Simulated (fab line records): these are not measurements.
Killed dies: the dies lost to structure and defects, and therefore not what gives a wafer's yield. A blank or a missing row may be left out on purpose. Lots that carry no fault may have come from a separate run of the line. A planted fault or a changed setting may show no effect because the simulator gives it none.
fab line records + flow sfqLine
[record]
- lots = 14
- wafers = 42
- lastDay = 83
route steps=325 shown L0@5 M0@41 I3@145 I7@298
lots untouched by any fault: they come from a run of this same line in which no faults occurred
startH: the number of hours between the record's first day and the start of the first shown wafer of the lot + waitH: how many hours have passed since the lot's step before this one + " unchanged from the row above + L1.1+2: several wafers, shown together as one row + - no value, or no start was given + * or withheld: withheld + < > ~ a bound
route shown NAME@n: NAME is a module with steps in the file, n the number in the route of the first one + usual: mean/standard deviation taken from wafers without a fault + same: alike in all rows + chamber/n: place in a boat + sites: the reading at each site + _std_site: how widely they spread, as a standard deviation + _edge_site: inner sites' mean taken away from outer sites' mean + radiusMm: for every site, how far away it sits from the centre of the wafer + mask NAME#n: copy n + behind: the tool/chamber that last shaped the wafer + hold: the reason the lot was held/the length of the hold in hours/how it ended + device: whichever transistor did not switch (one of n, p or np) + end of line: the route-end tests of the same wafers + for a step that has no rows: nothing shown but its recipe + killed: dies lost to structure and defects at the first sort, not the wafer's yield + map: shows each die of a wafer: x if killed, . if not, _ if none is there
set.NAME: setting as actually run; set.NAME@STEP: the setting as run at that earlier step + model.NAME: the simulator's own value behind a step, which no gauge read
one table for each step of the route and one row for each wafer, over a sample of lots
services: the hour from which a tool's chamber was out of use, counted from the record's first day as startH (under 0 if before that day), plus the number of hours and why
[[steps]]
[step SFQ_L0_THK_MEAS_902]
[recipe]
- thkMeasGauge = xrf
- reads = MoNx_KI_of_TRILAYER_L0_DEP_SPUTTER_003
[usual]
- L0_MONX_KI_THK = 39.7/0.56
| lot.wafer | tool         | chamber | startH | waitH | L0_MONX_KI_THK[nm] |
|-----------|--------------|---------|--------|-------|--------------------|
| L646.1    | filmMetro-02 | -       | 12.68  | 0.1   | 39.6               |
| L646.4    | "            | -       | "      | "     | 39.6               |
| L646.6    | "            | -       | "      | "     | 40.0               |
| L649.3    | filmMetro-02 | -       | 27.70  | 0.1   | 39.5               |
| L649.5    | "            | -       | "      | "     | 39.8               |
| L649.6    | "            | -       | "      | "     | 39.4               |
| L650.1    | filmMetro-02 | -       | 32.68  | 0.1   | 39.8               |
| L650.2    | "            | -       | "      | "     | 39.6               |
| L650.5    | "            | -       | "      | "     | 39.7               |
| L651.1    | filmMetro-04 | -       | 37.68  | 0.1   | 40.7               |
| L651.2    | "            | -       | "      | "     | 39.6               |
| L651.6    | "            | -       | "      | "     | 39.9               |
| L652.1    | filmMetro-04 | -       | 42.68  | 0.1   | 40.3               |
| L652.5    | "            | -       | "      | "     | 41.0               |
| L652.6    | "            | -       | "      | "     | 40.3               |
| L653.1    | filmMetro-02 | -       | 47.68  | 0.1   | 40.5               |
| L653.4    | "            | -       | "      | "     | 39.8               |
| L653.5    | "            | -       | "      | "     | 39.7               |
| L654.2    | filmMetro-01 | -       | 52.69  | 0.1   | 38.9               |
| L654.5    | "            | -       | "      | "     | 39.2               |
| L654.6    | "            | -       | "      | "     | 39.0               |
| L660.3    | filmMetro-02 | -       | 82.70  | 0.1   | 40.4               |
| L660.4    | "            | -       | "      | "     | 39.4               |
| L660.6    | "            | -       | "      | "     | 39.6               |
| L662.1    | filmMetro-02 | -       | 92.68  | 0.1   | 39.9               |
| L662.2    | "            | -       | "      | "     | 40.2               |
| L662.5    | "            | -       | "      | "     | 39.9               |
| L663.1    | filmMetro-04 | -       | 97.68  | 0.1   | 39.2               |
| L663.2    | "            | -       | "      | "     | 39.2               |
| L663.5    | "            | -       | "      | "     | 39.6               |
| L665.1    | filmMetro-04 | -       | 107.68 | 0.1   | 40.3               |
| L665.4    | "            | -       | "      | "     | 40.7               |
| L665.6    | "            | -       | "      | "     | 40.4               |
| L666.1    | filmMetro-04 | -       | 112.68 | 0.1   | 38.9               |
| L666.3    | "            | -       | "      | "     | 39.6               |
| L666.5    | "            | -       | "      | "     | 39.5               |
| L667.3    | filmMetro-04 | -       | 117.70 | 0.1   | 39.1               |
| L667.4    | "            | -       | "      | "     | 39.9               |
| L667.5    | "            | -       | "      | "     | 39.4               |
| L669.1    | filmMetro-04 | -       | 127.69 | 0.1   | 39.8               |
| L669.3    | "            | -       | "      | "     | 39.1               |
| L669.5    | "            | -       | "      | "     | 38.8               |
[step SFQ_TRILAYER_M0_STRIP_STRIP_025]
[recipe]
- gas = O2
- powerW = 200
- platenTempC = 40
- overashFraction = 0.65
- chemistry = O2
- pressureMtorr = 50
[usual]
- drypumpMotorCurrentA = 5.55/0.28
- heBacksideLeakSccm = 3.45/0.29
- oesProductAu = 0.998/0.015
| lot.wafer | tool        | chamber | startH | waitH | drypumpMotorCurrentA | heBacksideLeakSccm | oesProductAu | rfHoursCounterH |
|-----------|-------------|---------|--------|-------|----------------------|--------------------|--------------|-----------------|
| L646.1    | rieMetal-01 | 1       | 257.61 | 0.1   | 6.08                 | 3.76               | 0.999        | 167             |
| L646.4    | "           | 0       | "      | "     | 5.36                 | 2.92               | 0.974        | -               |
| L646.6    | "           | 0       | "      | "     | 5.35                 | 3.08               | 0.983        | -               |
| L649.3    | rieMetal-02 | 0       | 281.29 | 0.2   | 5.65                 | 3.66               | 1.001        | -               |
| L649.5    | "           | 0       | "      | "     | 5.66                 | 3.77               | 1.007        | -               |
| L649.6    | "           | 1       | "      | "     | 5.88                 | 3.04               | 0.987        | -               |
| L650.1    | rieMetal-04 | 0       | 288.83 | 0.1   | 5.54                 | 3.66               | 1.011        | 17              |
| L650.2    | "           | 1       | "      | "     | 5.18                 | 3.47               | 1.015        | 29              |
| L650.5    | "           | 1       | "      | "     | 5.17                 | 3.59               | 1.010        | -               |
| L651.1    | rieMetal-02 | 1       | 292.91 | 0.1   | 5.87                 | 3.21               | 0.975        | 35              |
| L651.2    | "           | 0       | "      | "     | 5.64                 | 3.72               | 0.977        | 20              |
| L651.6    | "           | 1       | "      | "     | 5.88                 | 3.08               | 0.991        | -               |
| L652.1    | rieMetal-01 | 0       | 302.69 | 0.2   | 5.34                 | 3.11               | 0.978        | 100             |
| L652.5    | "           | 0       | "      | "     | 5.35                 | 3.16               | 0.986        | -               |
| L652.6    | "           | 0       | "      | "     | 5.32                 | 3.21               | 0.992        | -               |
| L653.1    | rieMetal-04 | 0       | 309.22 | 0.1   | 5.49                 | 3.63               | 1.020        | 19              |
| L653.4    | "           | 1       | "      | "     | 5.17                 | 3.50               | 1.012        | -               |
| L653.5    | "           | 1       | "      | "     | 5.18                 | 3.28               | 1.016        | -               |
| L654.2    | rieMetal-04 | 0       | 318.82 | 0.1   | 5.53                 | 3.58               | 1.010        | 21              |
| L654.5    | "           | 1       | "      | "     | 5.19                 | 3.49               | 1.009        | -               |
| L654.6    | "           | 0       | "      | "     | 5.50                 | 3.54               | 1.016        | -               |
| L660.3    | rieMetal-01 | 0       | 381.79 | 0.2   | 5.35                 | 3.38               | 0.973        | -               |
| L660.4    | "           | 1       | "      | "     | 6.10                 | 3.46               | 1.002        | -               |
| L660.6    | "           | 1       | "      | "     | 6.08                 | 3.62               | 0.994        | -               |
| L662.1    | rieMetal-04 | 1       | 397.19 | 0.1   | 5.19                 | 3.47               | 1.010        | 45              |
| L662.2    | "           | 0       | "      | "     | 5.50                 | 3.64               | 1.007        | 31              |
| L662.5    | "           | 0       | "      | "     | 5.49                 | 3.55               | 1.007        | -               |
| L663.1    | rieMetal-04 | 0       | 409.19 | 0.1   | 5.50                 | 3.81               | 1.011        | 34              |
| L663.2    | "           | 1       | "      | "     | 5.17                 | 3.22               | 1.010        | 47              |
| L663.5    | "           | 0       | "      | "     | 5.50                 | 3.65               | 1.003        | -               |
| L665.1    | rieMetal-04 | 1       | 433.43 | 0.1   | 5.18                 | 3.75               | 1.021        | 51              |
| L665.4    | "           | 1       | "      | "     | 5.17                 | 3.70               | 1.015        | -               |
| L665.6    | "           | 0       | "      | "     | 5.52                 | 3.65               | 0.998        | -               |
| L666.1    | rieMetal-02 | 1       | 439.43 | 0.1   | 5.90                 | 3.08               | 0.997        | 55              |
| L666.3    | "           | 1       | "      | "     | 5.88                 | 2.98               | 1.007        | -               |
| L666.5    | "           | 1       | "      | "     | 5.90                 | 3.06               | 0.999        | -               |
| L667.3    | rieMetal-02 | 1       | 450.43 | 0.2   | 5.89                 | 3.21               | 0.991        | -               |
| L667.4    | "           | 0       | "      | "     | 5.60                 | 3.96               | 0.990        | -               |
| L667.5    | "           | 0       | "      | "     | 5.63                 | 3.77               | 0.984        | -               |
| L669.1    | rieMetal-02 | 0       | 468.35 | 0.1   | 5.66                 | 3.84               | 0.987        | 43              |
| L669.3    | "           | 0       | "      | "     | 5.64                 | 3.63               | 0.984        | -               |
| L669.5    | "           | 1       | "      | "     | 5.87                 | 3.23               | 1.012        | -               |
[step SFQ_TRILAYER_I3_VIA_ETCH_VIA_ETCH_088]
[recipe]
- target = SiO2
- stopOn = Nb
- maskMaterial = PR
- taperDeg = 20
- chemistry = CHF3
- targetDepthNm = 260
- sourceW = 500
- biasW = 80
- pressureMtorr = 30
- timeS = withheld
[usual]
- drypumpMotorCurrentA = 5.8/0.51
- oesProductAu = 0.855/0.0054
- rfFwdPowerW = 498.2/1.4
| lot.wafer | tool       | chamber | startH  | waitH | drypumpMotorCurrentA | oesProductAu | rfFwdPowerW |
|-----------|------------|---------|---------|-------|----------------------|--------------|-------------|
| L646.1    | rieDiel-03 | 3       | 981.05  | 0.0   | 5.2                  | 0.847        | 497.4       |
| L646.4    | "          | 1       | "       | "     | 6.7                  | 0.852        | 498.5       |
| L646.6    | "          | 1       | "       | "     | 6.7                  | 0.848        | 496.8       |
| L649.3    | rieDiel-03 | 2       | 1013.45 | 0.0   | 5.7                  | 0.850        | 497.5       |
| L649.5    | "          | 1       | "       | "     | 6.7                  | 0.855        | 498.1       |
| L649.6    | "          | 2       | "       | "     | 5.7                  | 0.852        | 496.4       |
| L650.1    | rieDiel-03 | 1       | 1063.85 | 0.0   | 6.7                  | 0.856        | 498.2       |
| L650.2    | "          | 2       | "       | "     | 5.7                  | 0.855        | 499.1       |
| L650.5    | "          | 0       | "       | "     | 5.3                  | 0.851        | 499.1       |
| L651.1    | rieDiel-03 | 1       | 1068.65 | 0.0   | 6.8                  | 0.859        | 496.0       |
| L651.2    | "          | 3       | "       | "     | 5.2                  | 0.845        | 497.9       |
| L651.6    | "          | 0       | "       | "     | 5.3                  | 0.846        | 498.2       |
| L652.1    | rieDiel-03 | 0       | 1075.85 | 0.0   | 5.3                  | 0.856        | 498.3       |
| L652.5    | "          | 2       | "       | "     | 5.7                  | 0.855        | 418.8       |
| L652.6    | "          | 1       | "       | "     | 6.7                  | 0.849        | 497.4       |
| L653.1    | rieDiel-03 | 3       | 1090.25 | 0.0   | 5.2                  | 0.850        | 498.5       |
| L653.4    | "          | 2       | "       | "     | 5.7                  | 0.854        | 421.0       |
| L653.5    | "          | 1       | "       | "     | 6.8                  | 0.849        | 499.2       |
| L654.2    | rieDiel-01 | 0       | 1101.11 | 0.0   | 6.0                  | 0.861        | 498.9       |
| L654.5    | "          | 1       | "       | "     | 5.4                  | 0.856        | 498.4       |
| L654.6    | "          | 0       | "       | "     | 6.0                  | 0.858        | 499.6       |
| L660.3    | rieDiel-03 | 1       | 1146.71 | 0.0   | 6.7                  | 0.857        | 498.0       |
| L660.4    | "          | 2       | "       | "     | 5.7                  | 0.858        | 497.5       |
| L660.6    | "          | 2       | "       | "     | 5.7                  | 0.855        | 497.6       |
| L662.1    | rieDiel-01 | 1       | 1170.71 | 0.0   | 5.4                  | 0.859        | 496.3       |
| L662.2    | "          | 3       | "       | "     | 5.9                  | 0.852        | 497.0       |
| L662.5    | "          | 3       | "       | "     | 6.0                  | 0.854        | 498.5       |
| L663.1    | rieDiel-03 | 0       | 1172.03 | 0.0   | 5.3                  | 0.866        | 496.9       |
| L663.2    | "          | 3       | "       | "     | 5.2                  | 0.855        | 499.3       |
| L663.5    | "          | 0       | "       | "     | 5.3                  | 0.863        | 500.9       |
| L665.1    | rieDiel-03 | 1       | 1252.45 | 0.0   | 6.7                  | 0.855        | 496.9       |
| L665.4    | "          | 3       | "       | "     | 5.2                  | 0.858        | 497.1       |
| L665.6    | "          | 2       | "       | "     | 5.7                  | 0.863        | 497.1       |
| L666.1    | rieDiel-04 | 2       | 1254.65 | 0.0   | 6.1                  | 0.859        | 497.7       |
| L666.3    | "          | 3       | "       | "     | 5.6                  | 0.847        | 497.2       |
| L666.5    | "          | 0       | "       | "     | 5.1                  | 0.862        | 495.3       |
| L667.3    | rieDiel-03 | 1       | 1257.05 | 0.0   | 6.7                  | 0.861        | 498.3       |
| L667.4    | "          | 2       | "       | "     | 5.7                  | 0.856        | 495.3       |
| L667.5    | "          | 3       | "       | "     | 5.3                  | 0.846        | 500.0       |
| L669.1    | rieDiel-01 | 1       | 1260.65 | 0.0   | 5.4                  | 0.854        | 500.1       |
| L669.3    | "          | 2       | "       | "     | 6.0                  | 0.868        | 496.6       |
| L669.5    | "          | 0       | "       | "     | 6.0                  | 0.852        | 496.8       |
[step SFQ_I7_BOW_MEAS_946]
[recipe]
- mode = bow
[usual]
- I7_BOW = 9/13
| lot.wafer | tool         | chamber | startH  | waitH | I7_BOW[um] |
|-----------|--------------|---------|---------|-------|------------|
| L646.1    | filmMetro-01 | -       | 1621.70 | 2.5   | -2         |
| L646.4    | "            | -       | "       | "     | -8         |
| L646.6    | "            | -       | "       | "     | -8         |
| L649.3    | filmMetro-03 | -       | 1733.49 | 2.5   | 17         |
| L649.5    | "            | -       | "       | "     | 17         |
| L649.6    | "            | -       | "       | "     | 13         |
| L650.1    | filmMetro-02 | -       | 1735.89 | 2.0   | 34         |
| L650.2    | "            | -       | "       | "     | 12         |
| L650.5    | "            | -       | "       | "     | 26         |
| L651.1    | filmMetro-03 | -       | 1736.45 | 1.0   | 9          |
| L651.2    | "            | -       | "       | "     | 5          |
| L651.6    | "            | -       | "       | "     | 9          |
| L652.1    | filmMetro-01 | -       | 1746.65 | 2.0   | 3          |
| L652.5    | "            | -       | "       | "     | -7         |
| L652.6    | "            | -       | "       | "     | -7         |
| L653.1    | filmMetro-03 | -       | 1750.69 | 2.0   | -9         |
| L653.4    | "            | -       | "       | "     | -13        |
| L653.5    | "            | -       | "       | "     | -7         |
| L654.2    | filmMetro-01 | -       | 1781.05 | 2.5   | 27         |
| L654.5    | "            | -       | "       | "     | 18         |
| L654.6    | "            | -       | "       | "     | 24         |
| L660.3    | filmMetro-03 | -       | 1817.05 | 1.5   | 22         |
| L660.4    | "            | -       | "       | "     | 17         |
| L660.6    | "            | -       | "       | "     | 3          |
| L662.1    | filmMetro-02 | -       | 1830.53 | 2.0   | -2         |
| L662.2    | "            | -       | "       | "     | -4         |
| L662.5    | "            | -       | "       | "     | -13        |
| L663.1    | filmMetro-03 | -       | 1832.06 | 2.0   | 3          |
| L663.2    | "            | -       | "       | "     | -1         |
| L663.5    | "            | -       | "       | "     | 23         |
| L665.1    | filmMetro-01 | -       | 1870.54 | 1.0   | 27         |
| L665.4    | "            | -       | "       | "     | 32         |
| L665.6    | "            | -       | "       | "     | 18         |
| L666.1    | filmMetro-03 | -       | 1874.60 | 1.0   | 2          |
| L666.3    | "            | -       | "       | "     | 8          |
| L666.5    | "            | -       | "       | "     | 8          |
| L667.3    | filmMetro-02 | -       | 1889.75 | 2.0   | -22        |
| L667.4    | "            | -       | "       | "     | -7         |
| L667.5    | "            | -       | "       | "     | -5         |
| L669.1    | filmMetro-02 | -       | 1892.86 | 2.0   | 12         |
| L669.3    | "            | -       | "       | "     | 12         |
| L669.5    | "            | -       | "       | "     | 7          |
[[services]]
| tool        | chamber | startH  | hours | kind   |
|-------------|---------|---------|-------|--------|
| rieDiel-03  | 0       | 246.31  | 6.7   | repair |
| rieMetal-04 | 0       | 296.73  | 3.4   | repair |
| rieDiel-03  | 2       | 307.62  | 3.7   | repair |
| rieMetal-02 | -       | 367.07  | 14.6  | pm     |
| rieDiel-03  | 0       | 457.95  | 1.5   | repair |
| rieMetal-04 | -       | 480.13  | 0.2   | repair |
| rieMetal-04 | -       | 494.38  | 1.7   | repair |
| rieDiel-03  | 3       | 521.23  | 4.4   | repair |
| rieDiel-03  | 2       | 626.99  | 15.4  | repair |
| rieDiel-03  | 1       | 657.28  | 6.0   | repair |
| rieDiel-03  | -       | 746.35  | 0.8   | repair |
| rieDiel-03  | 1       | 747.17  | 5.4   | repair |
| rieMetal-04 | 0       | 813.21  | 3.3   | repair |
| rieMetal-04 | -       | 832.00  | 0.2   | repair |
| rieDiel-03  | 3       | 834.69  | 11.4  | repair |
| rieMetal-04 | -       | 858.27  | 1.4   | pm     |
| rieMetal-04 | -       | 941.73  | 2.8   | pm     |
| rieMetal-04 | 0       | 996.50  | 8.0   | repair |
| rieMetal-04 | -       | 1043.01 | 0.2   | repair |
| rieDiel-03  | -       | 1079.39 | 2.8   | pm     |
| rieDiel-03  | 0       | 1088.58 | 3.0   | repair |
| rieMetal-04 | -       | 1128.82 | 2.3   | repair |
| rieMetal-04 | 0       | 1135.86 | 15.9  | repair |
| rieDiel-03  | -       | 1207.90 | 0.5   | repair |
[[key]]
[firstSign]
- step = SFQ_TRILAYER_I3_VIA_ETCH_VIA_ETCH_088
- reading = rfFwdPowerW
- direction = down
- sigmas = 56
- usual = 498.2
- struck = 419.9
effect none on later readings
metAt SFQ_TRILAYER_I3_VIA_ETCH_VIA_ETCH_088
struckLots L652,L653
struckWafers L652.5,L653.4
notActingAt SFQ_L0_THK_MEAS_902,SFQ_TRILAYER_M0_STRIP_STRIP_025,SFQ_I7_BOW_MEAS_946
onsetBetween 1063.85 1075.85
[fault]
- kind = processParameterDrift
- tool = rieDiel-03
- chamber = 2
- onsetH = 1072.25
- steps = SFQ_TRILAYER_I3_VIA_ETCH_VIA_ETCH_088
- channel = sourceW
- offset = -80
- shape = step
- endH = 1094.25
- actsIn = theseRecipesOnly
- stated = 500
